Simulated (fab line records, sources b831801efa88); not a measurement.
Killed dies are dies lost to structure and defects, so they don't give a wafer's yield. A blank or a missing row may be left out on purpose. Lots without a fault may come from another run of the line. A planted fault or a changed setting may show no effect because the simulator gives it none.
A struck lot beside a sound one | flow sky130 | 35 steps out of a route of 708
Sound: wafers L127.2, L127.3, L127.5. Struck: wafers L137.1, L137.4, L137.5. The cause comes at the end.
At each step with rows: each side's tool, then ch and its chambers, then its first start. Under that, the readings that differ: sound wafers | struck wafers | difference of the means | sigmas: that difference in standard deviations of wafers without a fault.
alike: readings whose means differ by less than 2 such deviations, and words and numbers that are the same on both sides. not compared: withheld readings, readings that some wafer has no value for, bounds like >300 that may hide the same value, and numbers for which the record gives no deviation and whose values overlap.
The two part at a step that has a row with sigmas, a row that says differs or no value, or rows on one side only. Numbers that don't overlap but have no deviation are shown without sigmas and don't part them. A reading that every wafer of one side lacks parts them only if that side has two wafers or more.

first, 4 steps without rows for these wafers: SKY_METAL5_SOFTBAKE_10 (time 60 s); SKY_METAL5_EXPOSE_11 (exposes mask MM5, target cd 1600 nm); SKY_METAL5_PEB_12; SKY_METAL5_DEVELOP_13 (develop time 60 s).
SKY_METAL5_DESCUM_14: chemistry O2, time 11 s.
  sound on rie_metal-03 ch 0,1, day 46 20:13; struck on rie_metal-02 ch 0,1, day 49 04:24
  reading               | sound             | struck            | difference | sigmas
  oes_product_au (a.u.) | 0.986 0.975 0.975 | 1.014 1.034 1.035 | +0.049     | +2
  alike: drypump_motor_current_A
  not compared: rf_hours_counter_h
SKY_METAL5_METAL_ETCH_15: etches the open film in Cl2/BCl3, stops on SiO2, target depth 1260 nm, time 252 s.
  sound on rie_metal-03 ch 0,1, day 46 20:15; struck on rie_metal-02 ch 0,1, day 49 04:26
  alike: drypump_motor_current_A, mfc_cl2_sccm, oes_product_au, throttle_valve_pct
  not compared: rf_hours_counter_h
SKY_METAL5_STRIP_16: strips in O2/N2.
  sound on plasma_asher-01 ch 0,1, day 46 20:29; struck on plasma_asher-03 ch 0,1, day 49 04:40
  reading                      | sound          | struck         | difference | sigmas
  strip_time_to_endpoint_s (s) | 13.5 13.5 13.5 | 13.1 12.6 12.7 | -0.7       | -2
  alike: drypump_motor_current_A, oes_product_au
  not compared: rf_hours_counter_h
then, 3 steps without rows for these wafers: SKY_METAL5_STRIP_17 (strips in post etch residue remover, time 1200 s); SKY_METAL5_CLEAN_18 (cleans in IPA, time 180 s); SKY_METAL5_CLEAN_19 (cleans in O3/DIW).
SKY_PASSIVATION_CVD_00: deposits SiO2, target thk 90 nm.
  sound on pecvd-01 ch 0,1,2, day 46 21:07; struck on pecvd-01 ch 1,2, day 49 05:16
  alike: heater_power_w, rf_fwd_power_W, susceptor_temp_C
SKY_PASSIVATION_THK_MEAS_01:
  sound on film_metro-04, day 46 21:09; struck on film_metro-03, day 49 05:17
  alike: PASSIVATION_CVD_00_THK
SKY_PASSIVATION_CVD_02: deposits Si3N4, target thk 540 nm.
  sound on pecvd-02 ch 0,2, day 46 21:12; struck on pecvd-04 ch 0,1, day 49 05:20
  reading                                       | sound             | struck            | difference | sigmas
  rf_fwd_power_W (W)                            | 450.4 450.5 450.1 | 629.7 629.0 628.8 | +178.8     | +99 or more
  model.Si3N4_of_PASSIVATION_CVD_02.thk_nm (nm) | 533.8 525.2 531.6 | 589.1 593.6 597   | +63.0      |
  alike: heater_power_w, susceptor_temp_C
SKY_PASSIVATION_THK_MEAS_03:
  sound on film_metro-02, day 46 21:26; struck on film_metro-03, day 49 05:41
  reading                     | sound       | struck      | difference | sigmas
  PASSIVATION_CVD_02_THK (nm) | 534 525 531 | 589 594 596 | +63        | +9
then, 7 steps without rows for these wafers: SKY_PASSIVATION_DEHYDRATE_04 (time 60 s); SKY_PASSIVATION_HMDS_05 (prime time 60 s); SKY_PASSIVATION_COAT_06 (resist thk 3000 nm); SKY_PASSIVATION_SOFTBAKE_07; SKY_PASSIVATION_EXPOSE_08 (exposes mask NSM, target cd 3000 nm); SKY_PASSIVATION_PEB_09; SKY_PASSIVATION_DEVELOP_10 (develop time 60 s).
SKY_PASSIVATION_ETCH_11: etches the open film in CF4/O2, stops on AlCu, target depth 725 nm, time 161.1 s.
  sound on rie_diel-03 ch 0,1, day 47 17:14; struck on rie_diel-02 ch 0,3, day 49 22:26
  reading                                 | sound             | struck            | difference | sigmas
  oes_product_au (a.u.)                   | 0.974 0.966 0.973 | 0.996 0.996 0.991 | +0.023     | +3
  model.PASSIVATION.feature_depth_nm (nm) | 696 687.9 696.5   | 716.1 717.3 719.8 | +24.3      |
  model.etch.depth_nm (nm)                | 696 687.9 696.5   | 716.1 717.3 719.8 | +24.3      |
  alike: cf4_flow_sccm, drypump_motor_current_A, throttle_valve_pct
  not compared: rf_hours_counter_h
SKY_PASSIVATION_STRIP_12: strips in O2/N2.
  sound on plasma_asher-03 ch 1, day 47 17:20; struck on plasma_asher-01 ch 0,1, day 49 22:32
  alike: drypump_motor_current_A, oes_product_au, strip_time_to_endpoint_s
  not compared: rf_hours_counter_h
then, 7 steps without rows for these wafers: SKY_PAD_OPEN_DEHYDRATE_00 (time 60 s); SKY_PAD_OPEN_HMDS_01 (prime time 60 s); SKY_PAD_OPEN_COAT_02 (resist thk 3000 nm); SKY_PAD_OPEN_SOFTBAKE_03; SKY_PAD_OPEN_EXPOSE_04 (exposes mask PDM, target cd 60000 nm); SKY_PAD_OPEN_PEB_05; SKY_PAD_OPEN_DEVELOP_06 (develop time 60 s).
SKY_PAD_OPEN_ETCH_07: etches the open film in CF4/O2, stops on AlCu, target depth 725 nm, time 161.1 s.
  sound on rie_diel-01 ch 0,1,3, day 48 12:26; struck on rie_diel-03 ch 2, day 50 15:14
  alike: cf4_flow_sccm, drypump_motor_current_A, oes_product_au, throttle_valve_pct
  not compared: rf_hours_counter_h, model.PAD_OPEN.feature_depth_nm, model.etch.depth_nm
then, 1 step without rows for these wafers: SKY_PAD_OPEN_STRIP_08 (strips in O2/N2).
SKY_PAD_OPEN_STRIP_09: strips in post etch residue remover, time 1200 s.
  sound on wet_bench-01 ch 2, day 48 12:38; struck on wet_bench-02 ch 1, day 50 15:29
  reading                                       | sound             | struck            | difference | sigmas
  model.Si3N4_of_PASSIVATION_CVD_02.thk_nm (nm) | 533.4 524.9 531.3 | 588.8 593.3 596.6 | +63.0      |
then, 1 step without rows for these wafers: SKY_PAD_OPEN_CLEAN_10 (cleans in IPA, time 180 s).
SKY_PAD_OPEN_PROBE_99:
  sound on prober-01, day 48 14:49; struck on prober-01, day 50 17:36
  reading                   | sound                | struck              | difference | sigmas
  model.etest.pad.probe_ohm | 0.4587 0.5161 0.5471 | 0.6609 0.6193 1.406 | +0.3881    |
  alike: defect_limited_yield, killed_at_M0_to_M3, killed_at_M4_up, killed_at_contacts, killed_at_front_end, killed_at_other, killed_dies, killed_open, killed_short
  not compared: model.etest.tester.sort_bin_4_pct

WHERE THEY PART
First at SKY_METAL5_DESCUM_14; last, within this record, at SKY_PASSIVATION_ETCH_11. Later steps at which nothing parts them and some readings are alike: SKY_PASSIVATION_STRIP_12, SKY_PAD_OPEN_ETCH_07, SKY_PAD_OPEN_PROBE_99.

WHY: what the simulator had put in
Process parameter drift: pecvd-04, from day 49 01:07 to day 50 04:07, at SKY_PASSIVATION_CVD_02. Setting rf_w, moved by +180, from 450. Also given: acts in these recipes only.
